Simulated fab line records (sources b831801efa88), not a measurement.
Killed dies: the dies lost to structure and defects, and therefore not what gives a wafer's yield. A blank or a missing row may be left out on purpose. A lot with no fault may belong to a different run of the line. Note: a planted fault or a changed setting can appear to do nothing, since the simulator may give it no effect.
2 desks looking at one fault -- flow sky130 -- what lay behind the numbers comes last; until then each desk has only its own

THE METROLOGY DESK
Lot by lot, what the gauges showed, no matter which tool ran the lot: averages of those sampled wafers that carry a number. If a lot's mean is further than 4 standard deviations from the usual mean, the lot is out of limits and carries the mark OUT (the distance appears in the brackets).
Columns: A = cd nm at SKY_POLY_GATE_CD_MEAS_13, usual 150.1 nm; B = LDD_HVN_OVL at SKY_LDD_HVN_OVL_MEAS_07, usual -0.7 nm; C = LDD_HVN_TW at SKY_LDD_HVN_TW_MEAS_10, usual 1450; D = SPACER_CVD_00_THK at SKY_SPACER_THK_MEAS_01, usual 43.1 nm
lot,first seen here,A,B,C,D
L928,day 16 03:11,148.9,-0.2,1440,43.4
L930,day 16 18:39,150.3,0.1,1417,42.9
L931,day 17 02:01,151.3,-2.0,1448,43.6
L932,day 17 09:13,151.6,-1.1,1447,43.2
L933,day 17 19:40,147.6,1.2,1452,43.1
L934,day 18 05:43,151.8,-1.1,1463,39.7 (-8.6) OUT
L935,day 18 20:37,150.7,1.2,1420,39.8 (-8.5) OUT
L944,day 22 05:43,150.3,-0.3,1456,43.4
L945,day 22 10:19,151.5,-1.0,1450,42.3
L946,day 23 06:14,152.2,-2.1,1440,42.8
L949,day 23 19:08,151.2,0.8,1464,42.7
L950,day 24 04:16,150.2,-0.1,1434,43.3
This desk reports L934, L935 out of limits; the earliest was L934 at day 24 21:02 (SPACER_CVD_00_THK at SKY_SPACER_THK_MEAS_01). Within limits: L928, L930, L931, L932, L933, L944, L945, L946, L949, L950.

FOR THE TOOL OWNER'S DESK: lpcvd-02
The tool's own readings at SKY_SPACER_CVD_00 (deposits Si3N4 from DCS/NH3, target thk 43.1 nm, time 740 s): means of the sampled wafers that have a number, for each lot that ran on this tool. If a lot's mean is further than 4 standard deviations from the usual mean, the lot is out of limits and carries the mark OUT (the distance appears in the brackets).
Columns: A = spike tc centre C at SKY_SPACER_CVD_00, usual 769.7 C
lot,first seen here,A
L928,day 22 14:12,770.3
L930,day 23 06:49,770.0
L931,day 23 17:03,771.3
L932,day 24 02:20,769.4
L933,day 24 10:47,769.7
L934,day 24 19:50,768.9
L935,day 25 10:29,769.7
L944,day 28 12:44,770.8
L945,day 28 16:34,769.7
L946,day 29 13:40,770.4
L949,day 29 23:26,769.9
L950,day 30 08:30,769.7
This desk's verdict: no lot among the 12 shows anything out of limits.

TAKEN TOGETHER
L934, L935 would have let the metrology desk raise an alarm at day 24 21:02.
The desk of the tool owner found nothing out of limits.
On record at the tool owner's desk: L934, L935, within its limits.
SKY_SPACER_CVD_00 was run on lpcvd-02 by each of the lots named.

WHAT THE SIMULATOR HAD PUT IN
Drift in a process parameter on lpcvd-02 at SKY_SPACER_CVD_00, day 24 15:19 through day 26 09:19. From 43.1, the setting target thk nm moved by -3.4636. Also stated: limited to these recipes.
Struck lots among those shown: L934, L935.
Per desk, hours elapsed from the start of the fault to the first reading out of limits: for the metrology desk, 6.
